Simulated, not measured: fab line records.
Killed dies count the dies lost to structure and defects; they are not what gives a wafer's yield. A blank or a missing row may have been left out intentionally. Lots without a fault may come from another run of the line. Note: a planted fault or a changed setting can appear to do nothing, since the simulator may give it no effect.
Split-lot study || flow sky130 || 5 lots, 23 wafers read, on a route of 708 steps

SPLIT DETAILS
At SKY_METAL3_COAT_08 (resist thk 1140 nm), the setting spin rpm was moved away from the recipe's 3000 rpm on 8 of the 23 wafers read, by -6.6% to +5.6%. This setting was run at the recipe's value on the other wafers.

FROM THE SPLIT TO THE READING: what the file shows between them, 3 steps
- SKY_METAL3_SOFTBAKE_09: time 90 s
- SKY_METAL3_EXPOSE_10: exposes mask MM3, target cd 300 nm
- SKY_METAL3_DESCUM_15: chemistry O2, time 8 s

THE READING
KrF-thick_of_METAL3_COAT_08.thk nm (the simulator's own value, which no gauge read), in nm, at SKY_METAL3_ETCH_16 (etches BARC in N2/H2, stops on SiO2, time 88.2 s, target depth 60 nm). There is no usual value for it anywhere in the file. The 15 wafers here that ran the recipe average 1076 nm, standard deviation 2.9 nm.

{"wafer": "L074.1", "tool, chamber at the split": "litho track-01, 0", "spin rpm as run, rpm": 3000, "against the recipe": "recipe", "KrF-thick_of_METAL3_COAT_08.thk nm, nm": 1082, "against lot-mates on the recipe": "-"}
{"wafer": "L074.2", "tool, chamber at the split": "litho track-01, 0", "spin rpm as run, rpm": 2861, "against the recipe": "-4.6%", "KrF-thick_of_METAL3_COAT_08.thk nm, nm": 1106, "against lot-mates on the recipe": "+28"}
{"wafer": "L074.3", "tool, chamber at the split": "litho track-01, 0", "spin rpm as run, rpm": 2861, "against the recipe": "-4.6%", "KrF-thick_of_METAL3_COAT_08.thk nm, nm": 1104, "against lot-mates on the recipe": "+26"}
{"wafer": "L074.4", "tool, chamber at the split": "litho track-01, 0", "spin rpm as run, rpm": 3000, "against the recipe": "recipe", "KrF-thick_of_METAL3_COAT_08.thk nm, nm": 1078, "against lot-mates on the recipe": "-"}
{"wafer": "L074.6", "tool, chamber at the split": "litho track-01, 0", "spin rpm as run, rpm": 3000, "against the recipe": "recipe", "KrF-thick_of_METAL3_COAT_08.thk nm, nm": 1075, "against lot-mates on the recipe": "-"}
{"wafer": "L075.1", "tool, chamber at the split": "litho track-02, 0", "spin rpm as run, rpm": 3167, "against the recipe": "+5.6%", "KrF-thick_of_METAL3_COAT_08.thk nm, nm": 1044, "against lot-mates on the recipe": -30}
{"wafer": "L075.3", "tool, chamber at the split": "litho track-02, 0", "spin rpm as run, rpm": 3167, "against the recipe": "+5.6%", "KrF-thick_of_METAL3_COAT_08.thk nm, nm": 1046, "against lot-mates on the recipe": -28}
{"wafer": "L075.4", "tool, chamber at the split": "litho track-02, 0", "spin rpm as run, rpm": 3167, "against the recipe": "+5.6%", "KrF-thick_of_METAL3_COAT_08.thk nm, nm": 1043, "against lot-mates on the recipe": -31}
{"wafer": "L075.5", "tool, chamber at the split": "litho track-02, 0", "spin rpm as run, rpm": 3000, "against the recipe": "recipe", "KrF-thick_of_METAL3_COAT_08.thk nm, nm": 1076, "against lot-mates on the recipe": "-"}
{"wafer": "L075.6", "tool, chamber at the split": "litho track-02, 0", "spin rpm as run, rpm": 3000, "against the recipe": "recipe", "KrF-thick_of_METAL3_COAT_08.thk nm, nm": 1072, "against lot-mates on the recipe": "-"}
{"wafer": "L076.1", "tool, chamber at the split": "litho track-01, 0", "spin rpm as run, rpm": 2803, "against the recipe": "-6.6%", "KrF-thick_of_METAL3_COAT_08.thk nm, nm": 1112, "against lot-mates on the recipe": "+38"}
{"wafer": "L076.2", "tool, chamber at the split": "litho track-01, 0", "spin rpm as run, rpm": 3000, "against the recipe": "recipe", "KrF-thick_of_METAL3_COAT_08.thk nm, nm": 1074, "against lot-mates on the recipe": "-"}
{"wafer": "L076.3", "tool, chamber at the split": "litho track-01, 0", "spin rpm as run, rpm": 2803, "against the recipe": "-6.6%", "KrF-thick_of_METAL3_COAT_08.thk nm, nm": 1115, "against lot-mates on the recipe": "+40"}
{"wafer": "L076.5", "tool, chamber at the split": "litho track-01, 0", "spin rpm as run, rpm": 3000, "against the recipe": "recipe", "KrF-thick_of_METAL3_COAT_08.thk nm, nm": 1075, "against lot-mates on the recipe": "-"}
{"wafer": "L076.6", "tool, chamber at the split": "litho track-01, 0", "spin rpm as run, rpm": 2803, "against the recipe": "-6.6%", "KrF-thick_of_METAL3_COAT_08.thk nm, nm": 1110, "against lot-mates on the recipe": "+36"}
{"wafer": "L077.1", "tool, chamber at the split": "litho track-01, 0", "spin rpm as run, rpm": 3000, "against the recipe": "recipe", "KrF-thick_of_METAL3_COAT_08.thk nm, nm": 1075, "against lot-mates on the recipe": "-"}
{"wafer": "L077.2", "tool, chamber at the split": "litho track-01, 0", "spin rpm as run, rpm": 3000, "against the recipe": "recipe", "KrF-thick_of_METAL3_COAT_08.thk nm, nm": 1072, "against lot-mates on the recipe": "-"}
{"wafer": "L077.3", "tool, chamber at the split": "litho track-01, 0", "spin rpm as run, rpm": 3000, "against the recipe": "recipe", "KrF-thick_of_METAL3_COAT_08.thk nm, nm": 1074, "against lot-mates on the recipe": "-"}
{"wafer": "L077.4", "tool, chamber at the split": "litho track-01, 0", "spin rpm as run, rpm": 3000, "against the recipe": "recipe", "KrF-thick_of_METAL3_COAT_08.thk nm, nm": 1070, "against lot-mates on the recipe": "-"}
{"wafer": "L077.6", "tool, chamber at the split": "litho track-01, 0", "spin rpm as run, rpm": 3000, "against the recipe": "recipe", "KrF-thick_of_METAL3_COAT_08.thk nm, nm": 1077, "against lot-mates on the recipe": "-"}
{"wafer": "L081.1", "tool, chamber at the split": "litho track-04, 0", "spin rpm as run, rpm": 3000, "against the recipe": "recipe", "KrF-thick_of_METAL3_COAT_08.thk nm, nm": 1076, "against lot-mates on the recipe": "-"}
{"wafer": "L081.2", "tool, chamber at the split": "litho track-04, 0", "spin rpm as run, rpm": 3000, "against the recipe": "recipe", "KrF-thick_of_METAL3_COAT_08.thk nm, nm": 1078, "against lot-mates on the recipe": "-"}
{"wafer": "L081.3", "tool, chamber at the split": "litho track-04, 0", "spin rpm as run, rpm": 3000, "against the recipe": "recipe", "KrF-thick_of_METAL3_COAT_08.thk nm, nm": 1079, "against lot-mates on the recipe": "-"}

FIT RESULTS
A straight line over all 23 wafers: KrF-thick_of_METAL3_COAT_08.thk nm changes by -5.72 nm for each +1% of spin rpm; r = -0.99; the points scatter about the line by 2.8 nm.
The same after taking each lot's own level away (the mean of its wafers on the recipe; 23 wafers): -5.59 nm for each +1%; r = -0.99; scatter 2.1 nm.
On that fit, the largest move of spin rpm shifts the reading by 37 nm.
The span of the lots' own levels, 1073.6 to 1078.3 nm, comes to 1.6 times the standard deviation stated above.
The two slopes are in agreement: the lot-to-lot level therefore moves the slope only a little.
Check: +37 nm against its lot-mates is what the line predicts for one of the wafers moved furthest among these (-6.6%) when that wafer is left out of the fit. Against them it came out at +37.5 nm.

THE OTHER SPLITS THESE WAFERS WENT THROUGH
Note: prior to the reading, these wafers also went through further splits. Each is held against what the fit with the lots' levels taken away leaves over:
{"other split on the same wafers": "SKY_VIA2_SPUTTER_20 power w", "wafers away from the commonest value": 11, "r with KrF-thick_of_METAL3_COAT_08.thk nm (lot level and that fit taken away)": "+0.07"}
{"other split on the same wafers": "SKY_CAPM_COAT_07 resist thk nm", "wafers away from the commonest value": 9, "r with KrF-thick_of_METAL3_COAT_08.thk nm (lot level and that fit taken away)": "+0.07"}
{"other split on the same wafers": "SKY_CAPM_DEVELOP_11 dev temp c", "wafers away from the commonest value": 5, "r with KrF-thick_of_METAL3_COAT_08.thk nm (lot level and that fit taken away)": "+0.06"}

THE WHOLE CHAIN: every reading that the file lists as answering this split, in the file's order
{"step": "SKY_METAL3_COAT_08", "what it does": "resist thk 1140 nm", "reading": "KrF-thick_of_METAL3_COAT_08.thk nm (the simulator's own value, which no gauge read)", "change (the file's fit)": "-5.65 nm for each +1% of the setting", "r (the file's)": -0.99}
{"step": "SKY_METAL3_ETCH_16", "what it does": "etches BARC in N2/H2, stops on SiO2, time 88.2 s, target depth 60 nm", "reading": "KrF-thick_of_METAL3_COAT_08.thk nm (the simulator's own value, which no gauge read)", "change (the file's fit)": "-5.63 nm for each +1% of the setting", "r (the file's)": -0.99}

FILE'S OWN FIT
KrF-thick_of_METAL3_COAT_08.thk nm changes by -5.63 nm for each +1% of spin rpm, r = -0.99.
